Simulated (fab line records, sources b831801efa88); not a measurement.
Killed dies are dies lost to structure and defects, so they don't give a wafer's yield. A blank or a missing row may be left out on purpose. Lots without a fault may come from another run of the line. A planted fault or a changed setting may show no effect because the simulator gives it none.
fab line records | flow gf180mcu
record lots=5 wafers=15 last_day=34
route steps=602 shown V2@391
lots that met no fault: from a run of the same line without faults
start_h: hours from the record's first day to the start of the lot's first wafer shown | wait_h: hours since the lot's step before | " the same as in the row above | L1.1+2: a row that stands for several wafers | - no value, or no start given | * or withheld: withheld | < > ~ a bound
route shown NAME@n: a module of which the file shows steps, and the number in the route of the first | usual: mean/standard deviation of fault-free wafers | same: alike in all rows | chamber/n: place in a boat | sites: the reading at each site | _std_site: their standard deviation | _edge_site: outer sites' mean less inner sites' | radius_mm: how far each site lies from the wafer's centre | mask NAME#n: copy n | behind: the tool/chamber that last shaped the wafer | hold: why the lot was held/for how many hours/how that ended | device: the transistor (n, p or np) that didn't switch | end of line: the same wafers' tests at the end of the route | a step without rows: its recipe alone | killed: dies lost to structure and defects at the first sort, not the wafer's yield | map: a wafer's dies, x killed, . not, _ none there
set.NAME: the setting as run; set.NAME@STEP: as run at that earlier step | model.NAME: the simulator's own value behind a step, which no gauge read
lots at some steps of the route; a table a step, a row a wafer
services: from which hour (start_h, from the record's first day; less than 0 if before it) a tool's chamber was out of use, for how many hours, and why
## steps
# step GF_V2_COAT_09
# recipe resist=KrF spin_rpm=withheld resist_thk_nm=1000
# step GF_V2_SOFTBAKE_10
# recipe temp_c=130 time_s=60 resist=KrF
# step GF_V2_EXPOSE_11
# recipe mask_id=Via2 target_cd_nm=260 na=0.68 source_shape=conventional sigma_outer=0.6 dose_mj=38
# step GF_V2_PEB_12
# recipe peb_temp_c=135 peb_time_s=90 resist=KrF
# step GF_V2_DEVELOP_13
# recipe develop_time_s=60 resist=KrF dev_temp_c=21
# step GF_V2_CD_MEAS_14
# recipe target_cd_nm=260
# usual cd_nm=260.2/1.2
# columns lot.wafer tool chamber start_h wait_h cd_nm
L349.2 cd_sem-02 - 485.02 0.1 260.1
L349.3 " - " " 259.6
L349.4 " - " " 259.0
L357.1 cd_sem-01 - 551.37 0.1 260.8
L357.2 " - " " 259.8
L357.3 " - " " 259.3
L359.1 cd_sem-02 - 576.24 0.1 260.1
L359.2 " - " " 259.7
L359.6 " - " " 260.3
L360.1 cd_sem-02 - 580.12 0.1 260.1
L360.3 " - " " 261.1
L360.5 " - " " 261.0
L369.1 cd_sem-01 - 652.92 0.1 260.2
L369.3 " - " " 259.9
L369.5 " - " " 260.9
# step GF_V2_OVL_MEAS_15
# usual V2_OVL=-2/5.2
# columns lot.wafer tool chamber start_h wait_h V2_OVL[nm]
L349.2 overlay-02 - 485.12 0.1 7
L349.3 " - " " 8
L349.4 " - " " 1
L357.1 overlay-01 - 551.49 0.1 7
L357.2 " - " " -4
L357.3 " - " " 7
L359.1 overlay-02 - 576.36 0.1 -2
L359.2 " - " " 1
L359.6 " - " " -2
L360.1 overlay-02 - 580.24 0.1 -5
L360.3 " - " " -1
L360.5 " - " " -12
L369.1 overlay-02 - 653.04 0.1 -1
L369.3 " - " " 5
L369.5 " - " " -2
# step GF_V2_ETCH_16
# recipe chemistry=N2/H2 target_depth_a=withheld overetch_a=withheld time_s=withheld target=BARC ion_energy_ev=200 source_w=500 bias_w=100 pressure_mtorr=30 n2_flow_sccm=100 h2_flow_sccm=200
# usual drypump_motor_current_A=5.7/0.44 oes_product_au=0.854/0.0047 throttle_valve_pct=13.225/0.0093
# columns lot.wafer tool chamber start_h wait_h drypump_motor_current_A oes_product_au throttle_valve_pct
L349.2 rie_diel-03 1 485.15 0.0 5.2 0.859 13.225
L349.3 " 3 " " 5.5 0.860 13.234
L349.4 " 2 " " 6.0 0.851 13.221
L357.1 rie_diel-03 0 551.53 0.0 6.3 0.859 13.218
L357.2 " 3 " " 5.4 0.855 13.222
L357.3 " 2 " " 6.0 0.857 13.219
L359.1 rie_diel-03 0 576.40 0.0 6.3 0.856 13.225
L359.2 " 2 " " 6.0 0.854 13.227
L359.6 " 0 " " 6.3 0.855 13.227
L360.1 rie_diel-03 0 580.28 0.0 6.3 0.853 13.207
L360.3 " 3 " " 5.5 0.848 13.222
L360.5 " 1 " " 5.2 0.853 13.223
L369.1 rie_diel-01 0 653.08 0.0 5.8 0.853 13.234
L369.3 " 1 " " 5.5 0.853 13.231
L369.5 " 2 " " 5.8 0.851 13.225
# step GF_V2_ETCH_17
# recipe chemistry=C4F8/O2/Ar mask_material=KrF target=SiO2 stop_on=TiN source_w=1500 bias_w=1200 pressure_mtorr=40 c4f8_flow_sccm=withheld O2_flow_sccm=6 Ar_flow_sccm=300 time_s=withheld target_depth_a=6300
# usual oes_product_au=0.855/0.0045
# columns lot.wafer tool chamber start_h wait_h oes_product_au
L349.2 rie_diel-03 1 - - 0.865
L349.3 " 3 " " 0.851
L349.4 " 2 " " 0.862
L357.1 rie_diel-03 0 - - 0.851
L357.2 " 3 " " 0.866
L357.3 " 2 " " 0.855
L359.1 rie_diel-03 0 - - 0.847
L359.2 " 2 " " 0.858
L359.6 " 0 " " 0.853
L360.1 rie_diel-03 0 - - 0.859
L360.3 " 3 " " 0.860
L360.5 " 1 " " 0.862
L369.1 rie_diel-01 0 - - 0.861
L369.3 " 1 " " 0.858
L369.5 " 2 " " 0.865
# step GF_V2_STRIP_18
# recipe chemistry=O2/N2 power_w=1400 pressure_mtorr=1500 platen_temp_c=250 o2_flow_sccm=3000 n2_flow_sccm=300 overash_fraction=0.5
# usual drypump_motor_current_A=5.6/0.47 heater_power_w=331/39 oes_product_au=0.593/0.0047
# columns lot.wafer tool chamber start_h wait_h drypump_motor_current_A heater_power_w oes_product_au rf_hours_counter_h
L349.2 plasma_asher-04 0 485.28 - 5.8 282 0.596 74
L349.3 " 0 " " 5.9 268 0.589 -
L349.4 " 1 " " 5.1 320 0.597 -
L357.1 plasma_asher-01 0 551.66 - 6.3 335 0.593 88
L357.2 " 1 " " 5.6 397 0.582 88
L357.3 " 0 " " 6.4 335 0.598 -
L359.1 plasma_asher-04 0 576.53 - 5.9 280 0.598 83
L359.2 " 1 " " 5.1 312 0.605 83
L359.6 " 0 " " 5.9 279 0.594 -
L360.1 plasma_asher-04 0 580.40 - 5.9 279 0.590 83
L360.3 " 0 " " 5.9 276 0.589 -
L360.5 " 0 " " 5.8 283 0.589 -
L369.1 plasma_asher-02 1 653.20 - 4.9 331 0.590 55
L369.3 " 0 " " 5.3 316 0.587 -
L369.5 " 1 " " 5.0 334 0.596 -
# step GF_V2_STRIP_19
# recipe chemistry=post_etch_residue_remover time_s=1200 temp_c=72.5
# step GF_V2_CLEAN_20
# recipe chemistry=DIW dry=n2_spin
# step GF_V2_SPUTTER_21
# recipe material=Ti target_thk_nm=15 chamber_pressure_pa=5 power_w=2500 substrate_temp_c=200 time_s=80.02
# usual chamber_pressure_pa=5.000/0.0097 throttle_valve_pct=30.1/1.2
# columns lot.wafer tool chamber start_h wait_h chamber_pressure_pa throttle_valve_pct model.Ti_of_V2_SPUTTER_21.thk_nm
L349.2 pvd_sputter-02 - 485.82 0.0 5.008 29.1 15.24
L349.3 " - " " 4.993 28.9 15.19
L349.4 " - " " 5.028 28.7 15.2
L357.1 pvd_sputter-04 - 552.19 0.0 5.015 30.6 14.89
L357.2 " - " " 5.001 29.9 15.03
L357.3 " - " " 4.995 29.4 15.08
L359.1 pvd_sputter-04 - 577.06 0.0 5.003 28.2 15.31
L359.2 " - " " 4.996 30.0 15.15
L359.6 " - " " 4.626 30.4 16.41
L360.1 pvd_sputter-01 - 580.94 0.0 5.001 31.8 15.2
L360.3 " - " " 4.995 30.3 15.22
L360.5 " - " " 4.999 30.3 15.39
L369.1 pvd_sputter-04 - 653.74 0.0 4.999 30.8 15.04
L369.3 " - " " 5.005 28.6 15.12
L369.5 " - " " 4.988 30.7 14.91
# step GF_V2_SPUTTER_22
# recipe material=TiN target_thk_nm=10 chamber_pressure_pa=5 power_w=4000 time_s=40
# usual chamber_pressure_pa=4.998/0.01 throttle_valve_pct=30.1/1.2
# columns lot.wafer tool chamber start_h wait_h chamber_pressure_pa throttle_valve_pct
L349.2 pvd_sputter-02 - 485.88 0.0 4.985 29.0
L349.3 " - " " 4.997 28.6
L349.4 " - " " 5.006 28.9
L357.1 pvd_sputter-04 - 552.25 0.0 5.004 30.7
L357.2 " - " " 5.022 29.6
L357.3 " - " " 4.990 29.3
L359.1 pvd_sputter-04 - 577.12 0.0 5.005 28.6
L359.2 " - " " 5.015 29.9
L359.6 " - " " 4.990 29.5
L360.1 pvd_sputter-01 - 581.00 0.0 5.017 31.7
L360.3 " - " " 5.008 30.6
L360.5 " - " " 5.004 30.2
L369.1 pvd_sputter-04 - 653.80 0.0 5.000 30.9
L369.3 " - " " 4.994 28.7
L369.5 " - " " 5.002 30.7
## services
# columns tool chamber start_h hours kind
rie_diel-01 0 461.42 1.9 repair
rie_diel-01 3 482.97 132.0 repair
rie_diel-03 0 488.58 5.2 repair
rie_diel-01 2 490.33 3.8 repair
pvd_sputter-01 - 499.30 3.4 repair
rie_diel-01 1 500.20 2.1 repair
rie_diel-01 - 560.15 28.1 pm
pvd_sputter-01 - 571.27 7.4 repair
pvd_sputter-04 - 583.84 14.3 repair
pvd_sputter-02 2 585.16 - consumable_replace:kit
pvd_sputter-02 2 585.16 18.0 scheduled_down
pvd_sputter-02 2 585.16 18.0 vent_cycle
pvd_sputter-04 2 642.49 - consumable_replace:kit
pvd_sputter-04 2 642.49 18.0 scheduled_down
pvd_sputter-04 2 642.49 18.0 vent_cycle
## key
first_sign step=GF_V2_SPUTTER_21 reading=chamber_pressure_pa direction=down sigmas=39 usual=5.000 struck=4.626
effect none on later readings
model_effect step=GF_V2_SPUTTER_21 value=Ti_of_V2_SPUTTER_21.thk_nm without=15.32 struck=16.41
met_at GF_V2_SPUTTER_21
struck_wafers L359.6
onset_between 552.19 577.06
fault kind=process_parameter_drift tool=pvd_sputter-04 chamber=- onset_h=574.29 steps=GF_V2_SPUTTER_21 channel=chamber_pressure_pa offset=-0.37349 shape=step end_h=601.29 acts_in=these_recipes_only stated=5 scope=struck_wafers_only
